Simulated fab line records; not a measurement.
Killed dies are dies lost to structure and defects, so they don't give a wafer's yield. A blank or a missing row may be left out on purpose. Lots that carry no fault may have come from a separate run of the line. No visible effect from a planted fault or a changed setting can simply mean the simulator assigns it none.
Which tool is to blame? ; flow sky130 ; Sampling: 7 lots, 21 wafers, 4 of 708 route steps

== WHAT EACH GAUGE READ, for each wafer ==
SKY_LDD_HVP_OVL_MEAS_07. Usual: LDD_HVP_OVL -0.1 nm, standard deviation 1.3.
lot;measured;on;LDD_HVP_OVL (nm);flag
L649;day 21 20:19;overlay-01;-1.6 -1.5 -1.9;
L650;day 22 03:37;overlay-02;0.6 1.0 1.5;
L651;day 22 06:55;overlay-02;2.3 1.2 2.0;
L652;day 22 15:22;overlay-02;-0.6 1.7 1.1;
L660;day 25 18:02;overlay-02;-68.4 -68.6 -68.0;OFF
L661;day 26 02:31;overlay-02;-69.7 -67.9 -68.1;OFF
L662;day 26 15:35;overlay-01;-2.5 -1.6 -2.3;

== WHICH TOOL RAN EACH LOT (tool, then ch and the chambers of the sampled wafers, then the start) ==
lot;SKY_SONOS_ONO_ETCH_15;SKY_SONOS_ONO_STRIP_17;SKY_LDD_HVP_EXPOSE_04
L649;rie diel-04 ch 0,1, day 12 19:46;plasma asher-04 ch 0, day 12 19:52;iline stepper-02 ch 0, day 21 04:48
L650;rie diel-01 ch 0,1,2, day 13 02:58;plasma asher-04 ch 0,1, day 13 03:05;iline stepper-01 ch 0, day 21 12:18
L651;rie diel-01 ch 0,2,3, day 13 07:19;plasma asher-03 ch 0,1, day 13 07:26;iline stepper-01 ch 0, day 21 15:50
L652;rie diel-02 ch 0,1,2, day 13 11:49;plasma asher-01 ch 0,1, day 13 11:55;iline stepper-02 ch 0, day 22 00:28
L660;rie diel-01 ch 0,1,2, day 16 12:37;plasma asher-03 ch 0,1, day 16 12:43;iline stepper-02 ch 0, day 25 03:33
L661;rie diel-04 ch 0,3, day 16 18:07;plasma asher-01 ch 1, day 16 18:13;iline stepper-02 ch 0, day 25 11:26
L662;rie diel-02 ch 0,2,3, day 17 06:43;plasma asher-03 ch 0,1, day 17 06:49;iline stepper-01 ch 0, day 26 01:24
- SKY_SONOS_ONO_ETCH_15: etches the open film in CHF3/O2, target depth 19.52 nm, time 7.8 s.
- SKY_SONOS_ONO_STRIP_17: strips in O2/N2.
- SKY_LDD_HVP_EXPOSE_04: exposes mask HVPTM, target cd 700 nm.

== WHAT THE TOOLS THEMSELVES READ (means of the sampled wafers that have a number; where no wafer has one, the mark that the record gives instead) ==
SKY_SONOS_ONO_ETCH_15. Usual: chf3 flow sccm 49.99 sccm, standard deviation 0.15; drypump motor current A 5.6 A, standard deviation 0.39; oes product au 0.999 a.u., standard deviation 0.0069; throttle valve pct 8.825 %, standard deviation 0.0098.
lot;tool;chf3 flow sccm (sccm);drypump motor current A (A);oes product au (a.u.);throttle valve pct (%);flag
L649;rie diel-04;49.89;5.3;0.998;8.832;
L650;rie diel-01;50.12;5.5;0.999;8.824;
L651;rie diel-01;50.11;5.7;0.990;8.825;
L652;rie diel-02;49.97;5.3;1.003;8.834;
L660;rie diel-01;49.95;5.6;0.994;8.819;
L661;rie diel-04;50.08;5.8;1.002;8.826;
L662;rie diel-02;50.13;5.2;1.003;8.830;

SKY_SONOS_ONO_STRIP_17. Usual: drypump motor current A 5.7 A, standard deviation 0.43; oes product au 0.710 a.u., standard deviation 0.005; strip time to endpoint s 14.10 s, standard deviation 0.048.
lot;tool;drypump motor current A (A);oes product au (a.u.);strip time to endpoint s (s);flag
L649;plasma asher-04;5.9;0.709;14.12;
L650;plasma asher-04;5.8;0.709;14.04;
L651;plasma asher-03;5.9;0.716;14.07;
L652;plasma asher-01;5.8;0.711;14.03;
L660;plasma asher-03;5.9;0.715;14.10;
L661;plasma asher-01;5.2;0.704;14.10;
L662;plasma asher-03;5.9;0.711;14.08;

== THE ANSWER, worked out from the rows above alone ==
Rule: a lot is off if the mean of its wafers that have a number lies more than 3 standard deviations from the usual mean. A lot without any number at a reading at which 4 lots or more have one is off too. Where the step has rows for the other lots, those lots are counted as sound. Order of review: gauges by route order, followed by the tools' own readings, for which a lot's mean as printed above is used. The first step at which some lot is off is used, and at that step the reading that is off furthest; a lot without a number counts as furthest.
Off: L660, L661, at SKY_LDD_HVP_OVL_MEAS_07 (LDD_HVP_OVL).
A tool fits if, at a process step before that reading, it ran every lot that is off, and no sound lot after the first of them. The gauges at SKY_LDD_HVP_OVL_MEAS_07 are tried like those tools. Undecided on this evidence; 2 tools fit (iline stepper-02 at SKY_LDD_HVP_EXPOSE_04, overlay-02 at SKY_LDD_HVP_OVL_MEAS_07).

== WHAT THE SIMULATOR HAD INSERTED ==
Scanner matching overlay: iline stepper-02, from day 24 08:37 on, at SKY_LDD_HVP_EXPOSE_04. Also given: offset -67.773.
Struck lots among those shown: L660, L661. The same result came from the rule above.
